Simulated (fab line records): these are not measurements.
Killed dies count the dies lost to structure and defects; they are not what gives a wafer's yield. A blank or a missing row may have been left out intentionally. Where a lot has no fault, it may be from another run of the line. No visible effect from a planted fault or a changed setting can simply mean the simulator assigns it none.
One fault through the eyes of 2 desks ; flow gf180mcu ; every desk sees just its own numbers, and what lay behind them comes last

## METROLOGY DESK
Means of the sampled wafers that have a number, per lot and without regard to the tool the lot ran on: this is what the gauges read. The brackets show how far a lot's mean lies from the usual mean; more than 4 standard deviations puts the lot out of limits, marked OUT.
Columns: A = LVPWELL_OVL at GF_LVPWELL_OVL_MEAS_07, usual 1.4 nm; B = MVPSD_OVL at GF_MVPSD_OVL_MEAS_07, usual 0.4 nm
lot;first seen here;A;B
L796;day 4 13:50;1.2;0.8
L797;day 4 15:15;1.4;1.4
L799;day 5 00:15;0.7;-1.1
L800;day 5 01:15;0.7;1.0
L802;day 5 13:26;-1.6;0.7
L801;day 5 13:31;1.1;1.9
L810;day 7 03:41;2.2;1.6
L811;day 7 08:40;2.0;1.2
L812;day 7 15:00;1.2;0.1
L813;day 7 19:10;1.8;0.3
L814;day 8 00:23;2.3;0.1
L815;day 8 05:14;1.7;1.1
L816;day 8 12:04;2.8;-0.0
L817;day 8 17:30;1.0;1.2
L818;day 8 21:33;0.6;0.2
Result from this desk: across the 15 lots, nothing is out of limits.

## THE TOOL OWNER'S DESK: iline_stepper-02
The tool's own readings at GF_VT_IMPLANT_EXPOSE_37 (exposes mask Nwell HV AREA, target cd 860 nm): means of the sampled wafers that have a number, for each lot that ran on this tool. The brackets show how far a lot's mean lies from the usual mean; more than 4 standard deviations puts the lot out of limits, marked OUT.
Columns: A = exposure_dose_mJ_cm2 at GF_VT_IMPLANT_EXPOSE_37, usual 139.99; B = focus_offset_nm at GF_VT_IMPLANT_EXPOSE_37, usual 0.0 nm
lot;first seen here;A;B
L797;day 8 01:41;139.99;0.2
L799;day 8 12:56;140.26;0.2
L810;day 10 23:31;139.98;0.2
L812;day 11 14:17;139.96;0.3
L813;day 11 17:56;139.94;-0.2
L815;day 12 06:16;139.92;0.1
L817;day 12 21:41;140.02;0.3
L818;day 13 01:49;140.01;0.3
Result from this desk: across the 8 lots, nothing is out of limits.

## PUT TOGETHER
The metrology desk saw nothing out of limits.
Nothing out of limits was seen by the tool owner's desk.

## WHAT WAS PUT IN BY THE SIMULATOR
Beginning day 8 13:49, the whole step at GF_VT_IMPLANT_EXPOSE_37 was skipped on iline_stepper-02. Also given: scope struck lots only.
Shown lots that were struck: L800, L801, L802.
